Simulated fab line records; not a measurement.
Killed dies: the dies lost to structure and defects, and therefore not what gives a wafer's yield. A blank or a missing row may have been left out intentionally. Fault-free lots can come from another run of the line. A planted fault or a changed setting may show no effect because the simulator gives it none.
Chamber matching + flow sky130 + SKY_LI_CONTACT_CMP_24 on cmp-02 has 4 sister chambers
The step polishes, stops on PSG, t overpolish 19.19 s, target thk 0 nm. 4 wafers are shown with their chamber, then 7 later ones without.

WAFERS WITH THEIR CHAMBER
| wafer  | chamber | motorCurrentA (A) |
|--------|---------|-------------------|
| L637.5 | 3       | 10.5              |
| L638.5 | 0       | 11.3              |
| L649.1 | 2       | 12.2              |
| L649.3 | 1       | 9.1               |

WAFERS WHOSE CHAMBER IS MISSING
| wafer  | motorCurrentA (A) |
|--------|-------------------|
| L649.5 | 10.5              |
| L653.2 | 11.4              |
| L653.4 | 9.3               |
| L653.5 | 10.7              |
| L654.2 | 10.7              |
| L654.3 | 10.0              |
| L654.4 | 11.4              |

THE CHAMBER EACH PASSED THROUGH
| wafer  | from the rows above     | in truth                   |
|--------|-------------------------|----------------------------|
| L649.5 | 3                       | 3                          |
| L653.2 | 0                       | 0                          |
| L653.4 | 1                       | 1                          |
| L653.5 | can't be placed: 3 or 0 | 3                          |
| L654.2 | can't be placed: 3 or 0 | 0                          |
| L654.3 | can't be placed: 3 or 1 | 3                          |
| L654.4 | 0                       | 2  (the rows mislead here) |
Correct placement for 3 of the 7. These rows do not allow placing 3 (true chamber among the candidates in 3). 1 placed wrongly.
How it was worked out, from the rows above alone: a wafer's distance from a chamber is the root of the sum, over the readings, of the square of ((its reading less the chamber's mean) divided by the reading's scatter). The wafer belongs to the nearest chamber; if the next one is less than 2 further off, it can't be placed. For every chamber, the mean is computed from those of its wafers that are shown. The scatter (one wafer shown for each chamber): square how far every hidden wafer sits from the nearest shown wafer, average those squares and take the square root.
